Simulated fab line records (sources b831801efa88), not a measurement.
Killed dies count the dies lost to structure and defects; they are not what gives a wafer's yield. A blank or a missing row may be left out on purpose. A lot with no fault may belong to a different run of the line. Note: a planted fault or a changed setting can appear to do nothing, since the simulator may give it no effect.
fab line records -- flow sky130
record: lots: 13, wafers: 39, last_day: 50
route steps=708 shown LDD_HVP@287 POLY_CUT@314 SD_N@349 CONTACT@421
lots untouched by any fault: they come from a run of this same line in which no faults occurred
start_h: hours from the record's opening day to when the first of the lot's shown wafers began -- wait_h: hours since the lot's step before -- " repeats the value in the row above -- L1.1+2: a single row standing in for several wafers -- - no value, or no start was given -- * or withheld: withheld -- < > ~ a bound
route shown NAME@n: a module of which the file shows steps, and the number in the route of the first -- usual: mean and standard deviation over wafers with no fault -- same: alike in all rows -- chamber/n: place in a boat -- sites: readings site by site -- _std_site: the values' standard deviation -- _edge_site: outer sites' mean less inner sites' -- radius_mm: for every site, how far away it sits from the centre of the wafer -- mask NAME#n: copy n -- behind: the most recent tool/chamber to have shaped the wafer -- hold: cause of the lot's hold/its duration in hours/its outcome -- device: names the non-switching transistor (n, p or np) -- end of line: the same wafers' tests at the end of the route -- a step given without rows: its recipe and nothing more -- killed: dies lost to structure and defects at the first sort, not the wafer's yield -- map: the dies of a wafer, with x for killed, . for not killed, _ for no die there
set.NAME: the setting that was run; set.NAME@STEP: the one run at that earlier step -- model.NAME: the simulator's own value behind a step, which no gauge read
steps of the route over a sample of lots; a table a step, a row a wafer
services: when a tool's chamber went out of use (start_h, in hours from the record's first day, below 0 if earlier), for how many hours, and the reason
== steps ==
step: SKY_LDD_HVP_STRIP_09
recipe: chemistry: O2/N2, power_w: 1400, pressure_mtorr: 1500, platen_temp_c: withheld, o2_flow_sccm: 3000, n2_flow_sccm: 300, overash_fraction: 0.5
usual: drypump_motor_current_A: 5.7/0.5, oes_product_au: 0.409/0.0046, strip_time_to_endpoint_s: 4.130/0.016
lot.wafer,tool,chamber,start_h,wait_h,drypump_motor_current_A,oes_product_au,rf_hours_counter_h,strip_time_to_endpoint_s
L806.2,plasma_asher-02,1,505.72,0.1,5.4,0.409,78,4.160
L806.3,plasma_asher-02,1,505.72,0.1,5.4,0.414,-,4.143
L806.4,plasma_asher-02,0,505.72,0.1,5.7,0.407,-,4.139
L807.2,plasma_asher-01,1,510.85,0.1,5.3,0.405,6,4.139
L807.4,plasma_asher-01,1,510.85,0.1,5.3,0.411,-,4.138
L807.5,plasma_asher-01,0,510.85,0.1,5.3,0.412,-,4.134
L808.1,plasma_asher-02,0,520.45,0.1,5.7,0.405,80,4.124
L808.2,plasma_asher-02,1,520.45,0.1,5.4,0.402,80,4.133
L808.4,plasma_asher-02,0,520.45,0.1,5.7,0.406,-,4.129
L811.1,plasma_asher-02,1,552.22,0.1,5.4,0.403,83,4.145
L811.4,plasma_asher-02,1,552.22,0.1,5.4,0.418,-,4.150
L811.5,plasma_asher-02,0,552.22,0.1,5.7,0.403,-,4.122
L812.2,plasma_asher-01,0,562.02,0.1,5.2,0.422,11,4.138
L812.4,plasma_asher-01,1,562.02,0.1,5.3,0.416,-,4.111
L812.6,plasma_asher-01,1,562.02,0.1,5.3,0.399,-,4.127
L814.1,plasma_asher-01,0,575.90,0.1,5.3,0.416,12,4.122
L814.3,plasma_asher-01,0,575.90,0.1,5.3,0.415,-,4.123
L814.4,plasma_asher-01,1,575.90,0.1,5.3,0.417,-,4.107
L815.1,plasma_asher-01,0,584.75,0.1,5.3,0.406,13,4.122
L815.2,plasma_asher-01,1,584.75,0.1,5.3,0.404,13,4.128
L815.5,plasma_asher-01,1,584.75,0.1,5.3,0.409,-,4.118
L816.1,plasma_asher-02,0,586.90,0.1,5.7,0.407,86,4.116
L816.3,plasma_asher-02,1,586.90,0.1,5.4,0.405,-,4.107
L816.6,plasma_asher-02,0,586.90,0.1,5.7,0.404,-,4.095
L819.3,plasma_asher-03,0,615.33,0.1,5.9,0.406,-,4.137
L819.5,plasma_asher-03,0,615.33,0.1,5.9,0.412,-,4.147
L819.6,plasma_asher-03,1,615.33,0.1,6.7,0.410,-,4.133
L820.2,plasma_asher-01,0,620.60,0.1,5.3,0.408,17,4.138
L820.3,plasma_asher-01,0,620.60,0.1,5.3,0.407,-,4.124
L820.6,plasma_asher-01,1,620.60,0.1,5.3,0.410,-,4.120
L823.2,plasma_asher-02,0,643.61,0.1,5.7,0.412,92,4.137
L823.3,plasma_asher-02,0,643.61,0.1,5.7,0.406,-,4.132
L823.6,plasma_asher-02,0,643.61,0.1,5.7,0.417,-,4.164
L824.1,plasma_asher-01,1,652.02,0.1,5.3,0.404,20,4.121
L824.4,plasma_asher-01,0,652.02,0.1,5.3,0.411,-,4.123
L824.6,plasma_asher-01,1,652.02,0.1,5.3,0.414,-,4.125
L829.1,plasma_asher-02,0,683.92,0.1,5.7,0.404,97,4.156
L829.4,plasma_asher-02,1,683.92,0.1,5.4,0.408,-,4.118
L829.6,plasma_asher-02,1,683.92,0.1,5.4,0.411,-,4.152
step: SKY_POLY_CUT_DEVELOP_07
recipe: develop_time_s: 60, resist: KrF-thick, dev_temp_c: 21
usual: exhaust_pa: 45.0/0.85
lot.wafer,tool,chamber,start_h,wait_h,exhaust_pa
L806.2,litho_track-01,0,566,-,44.8
L806.3,litho_track-01,0,567,-,45.3
L806.4,litho_track-01,0,567,-,44.8
L807.2,litho_track-02,0,571,-,45.8
L807.4,litho_track-02,0,571,-,46.1
L807.5,litho_track-02,0,571,-,45.0
L808.1,litho_track-02,0,591,-,45.4
L808.2,litho_track-02,0,591,-,45.1
L808.4,litho_track-02,0,591,-,44.4
L811.1,litho_track-04,0,612,-,45.5
L811.4,litho_track-04,0,612,-,43.2
L811.5,litho_track-04,0,612,-,44.2
L812.2,litho_track-01,0,622,-,43.7
L812.4,litho_track-01,0,622,-,44.5
L812.6,litho_track-01,0,622,-,44.3
L814.1,litho_track-02,0,637,-,44.7
L814.3,litho_track-02,0,637,-,44.6
L814.4,litho_track-02,0,637,-,44.2
L815.1,litho_track-01,0,644,-,45.3
L815.2,litho_track-01,0,644,-,45.4
L815.5,litho_track-01,0,644,-,44.5
L816.1,litho_track-04,0,646,-,44.9
L816.3,litho_track-04,0,646,-,43.9
L816.6,litho_track-04,0,646,-,43.8
L819.3,litho_track-04,0,674,-,44.4
L819.5,litho_track-04,0,674,-,44.0
L819.6,litho_track-04,0,674,-,44.6
L820.2,litho_track-04,0,679,-,45.6
L820.3,litho_track-04,0,679,-,44.1
L820.6,litho_track-04,0,679,-,43.4
L823.2,litho_track-02,0,702,-,44.4
L823.3,litho_track-02,0,702,-,44.3
L823.6,litho_track-02,0,702,-,45.7
L824.1,litho_track-04,0,714,-,44.4
L824.4,litho_track-04,0,714,-,45.0
L824.6,litho_track-04,0,714,-,43.3
L829.1,litho_track-01,0,741,-,44.3
L829.4,litho_track-01,0,741,-,44.6
L829.6,litho_track-01,0,741,-,45.3
step: SKY_POLY_CUT_CD_MEAS_08
recipe: target_cd_nm: 270
usual: cd_nm: 270.5/1.6
lot.wafer,tool,chamber,start_h,wait_h,cd_nm
L806.2,cd_sem-01,-,567.13,-,271.2
L806.3,cd_sem-01,-,567.13,-,270.0
L806.4,cd_sem-01,-,567.13,-,270.3
L807.2,cd_sem-01,-,571.98,-,267.5
L807.4,cd_sem-01,-,571.98,-,269.9
L807.5,cd_sem-01,-,571.98,-,268.4
L808.1,cd_sem-02,-,591.46,-,270.1
L808.2,cd_sem-02,-,591.46,-,269.1
L808.4,cd_sem-02,-,591.46,-,268.7
L811.1,cd_sem-01,-,612.73,-,268.5
L811.4,cd_sem-01,-,612.73,-,268.5
L811.5,cd_sem-01,-,612.73,-,270.3
L812.2,cd_sem-02,-,622.63,-,272.8
L812.4,cd_sem-02,-,622.63,-,272.5
L812.6,cd_sem-02,-,622.63,-,274.0
L814.1,cd_sem-02,-,637.36,-,273.2
L814.3,cd_sem-02,-,637.36,-,272.6
L814.4,cd_sem-02,-,637.36,-,272.1
L815.1,cd_sem-02,-,644.46,-,269.4
L815.2,cd_sem-02,-,644.46,-,269.5
L815.5,cd_sem-02,-,644.46,-,268.1
L816.1,cd_sem-01,-,646.58,-,268.2
L816.3,cd_sem-01,-,646.58,-,269.3
L816.6,cd_sem-01,-,646.58,-,269.6
L819.3,cd_sem-01,-,674.27,-,270.8
L819.5,cd_sem-01,-,674.27,-,269.6
L819.6,cd_sem-01,-,674.27,-,270.6
L820.2,cd_sem-01,-,679.85,-,265.2
L820.3,cd_sem-01,-,679.85,-,264.5
L820.6,cd_sem-01,-,679.85,-,263.7
L823.2,cd_sem-02,-,702.98,-,269.6
L823.3,cd_sem-02,-,702.98,-,270.2
L823.6,cd_sem-02,-,702.98,-,268.3
L824.1,cd_sem-01,-,714.88,-,266.5
L824.4,cd_sem-01,-,714.88,-,265.4
L824.6,cd_sem-01,-,714.88,-,265.8
L829.1,cd_sem-01,-,741.86,-,268.0
L829.4,cd_sem-01,-,741.86,-,267.0
L829.6,cd_sem-01,-,741.86,-,268.5
step: SKY_SD_N_CD_MEAS_07
recipe: target_cd_nm: 380
usual: cd_nm: 380.6/2.7
lot.wafer,tool,chamber,start_h,wait_h,cd_nm
L806.2,cd_sem-01,-,654.38,0.1,383.3
L806.3,cd_sem-01,-,654.38,0.1,383.2
L806.4,cd_sem-01,-,654.38,0.1,382.3
L807.2,cd_sem-01,-,659.48,0.1,378.6
L807.4,cd_sem-01,-,659.48,0.1,380.2
L807.5,cd_sem-01,-,659.48,0.1,376.7
L808.1,cd_sem-02,-,678.66,0.1,378.3
L808.2,cd_sem-02,-,678.66,0.1,377.9
L808.4,cd_sem-02,-,678.66,0.1,378.2
L811.1,cd_sem-01,-,702.61,0.1,383.1
L811.4,cd_sem-01,-,702.61,0.1,381.5
L811.5,cd_sem-01,-,702.61,0.1,383.7
L812.2,cd_sem-01,-,708.08,0.1,377.7
L812.4,cd_sem-01,-,708.08,0.1,378.5
L812.6,cd_sem-01,-,708.08,0.1,375.8
L814.1,cd_sem-01,-,723.41,0.1,381.5
L814.3,cd_sem-01,-,723.41,0.1,383.5
L814.4,cd_sem-01,-,723.41,0.1,380.4
L815.1,cd_sem-01,-,727.96,0.1,380.4
L815.2,cd_sem-01,-,727.96,0.1,381.1
L815.5,cd_sem-01,-,727.96,0.1,380.1
L816.1,cd_sem-01,-,731.21,0.1,381.6
L816.3,cd_sem-01,-,731.21,0.1,379.5
L816.6,cd_sem-01,-,731.21,0.1,380.8
L819.3,cd_sem-02,-,759.00,0.1,380.7
L819.5,cd_sem-02,-,759.00,0.1,382.9
L819.6,cd_sem-02,-,759.00,0.1,380.4
L820.2,cd_sem-01,-,762.78,0.1,380.9
L820.3,cd_sem-01,-,762.78,0.1,376.6
L820.6,cd_sem-01,-,762.78,0.1,378.7
L823.2,cd_sem-02,-,785.73,0.1,375.8
L823.3,cd_sem-02,-,785.73,0.1,377.6
L823.6,cd_sem-02,-,785.73,0.1,373.9
L824.1,cd_sem-02,-,797.51,0.1,381.6
L824.4,cd_sem-02,-,797.51,0.1,382.4
L824.6,cd_sem-02,-,797.51,0.1,381.2
L829.1,cd_sem-02,-,822.31,0.1,384.0
L829.4,cd_sem-02,-,822.31,0.1,383.8
L829.6,cd_sem-02,-,822.31,0.1,383.5
step: SKY_CONTACT_OVL_MEAS_15
usual: CONTACT_OVL: -1/6.9
lot.wafer,tool,chamber,start_h,wait_h,CONTACT_OVL[nm]
L806.2,overlay-01,-,741.71,0.1,6
L806.3,overlay-01,-,741.71,0.1,0
L806.4,overlay-01,-,741.71,0.1,6
L807.2,overlay-01,-,748.74,0.1,0
L807.4,overlay-01,-,748.74,0.1,-2
L807.5,overlay-01,-,748.74,0.1,-7
L808.1,overlay-02,-,766.18,0.1,5
L808.2,overlay-02,-,766.18,0.1,4
L808.4,overlay-02,-,766.18,0.1,-1
L811.1,overlay-02,-,789.83,0.1,1
L811.4,overlay-02,-,789.83,0.1,-10
L811.5,overlay-02,-,789.83,0.1,3
L812.2,overlay-01,-,794.29,0.1,0
L812.4,overlay-01,-,794.29,0.1,-4
L812.6,overlay-01,-,794.29,0.1,-7
L814.1,overlay-02,-,809.20,0.1,13
L814.3,overlay-02,-,809.20,0.1,11
L814.4,overlay-02,-,809.20,0.1,9
L815.1,overlay-01,-,814.45,0.1,6
L815.2,overlay-01,-,814.45,0.1,11
L815.5,overlay-01,-,814.45,0.1,6
L816.1,overlay-02,-,816.90,0.1,-1
L816.3,overlay-02,-,816.90,0.1,-1
L816.6,overlay-02,-,816.90,0.1,-5
L819.3,overlay-01,-,845.07,0.1,-8
L819.5,overlay-01,-,845.07,0.1,-4
L819.6,overlay-01,-,845.07,0.1,-14
L820.2,overlay-02,-,846.49,0.1,2
L820.3,overlay-02,-,846.49,0.1,-6
L820.6,overlay-02,-,846.49,0.1,-1
L823.2,overlay-02,-,869.50,0.1,-5
L823.3,overlay-02,-,869.50,0.1,-9
L823.6,overlay-02,-,869.50,0.1,0
L824.1,overlay-01,-,881.98,0.1,-3
L824.4,overlay-01,-,881.98,0.1,1
L824.6,overlay-01,-,881.98,0.1,9
L829.1,overlay-02,-,905.13,0.1,-12
L829.4,overlay-02,-,905.13,0.1,-19
L829.6,overlay-02,-,905.13,0.1,-17
== services ==
tool,chamber,start_h,hours,kind
plasma_asher-01,-,487.41,1.4,repair
plasma_asher-01,-,549.55,1.8,repair
plasma_asher-03,-,719.81,0.5,repair
plasma_asher-03,-,724.72,9.7,repair
plasma_asher-02,-,733.75,9.0,pm
plasma_asher-02,0,733.75,9.0,vent_cycle
plasma_asher-02,1,733.75,9.0,vent_cycle
== key ==
first_sign: step: SKY_POLY_CUT_CD_MEAS_08, reading: cd_nm, direction: down, sigmas: 3.4, usual: 270.5, struck: 265.2
effect none on later readings
met_at SKY_POLY_CUT_DEVELOP_07
struck_lots L820,L824
tester_left_out L820,L824
not_acting_at SKY_LDD_HVP_STRIP_09,SKY_SD_N_CD_MEAS_07,SKY_CONTACT_OVL_MEAS_15
onset_between 674 679
fault: kind: process_parameter_drift, tool: litho_track-04, chamber: -, onset_h: 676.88, steps: SKY_POLY_CUT_DEVELOP_07, channel: develop_time_s, offset: *, shape: step, end_h: 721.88, acts_in: *, stated: *
tester_left_out: of these lots the tester's yield and bins aren't shown, on N5 and GAA mostly nor the transistor test; their killed dies are dies lost to structure and defects alone, not to doping, threshold or leakage, so they don't give the yield
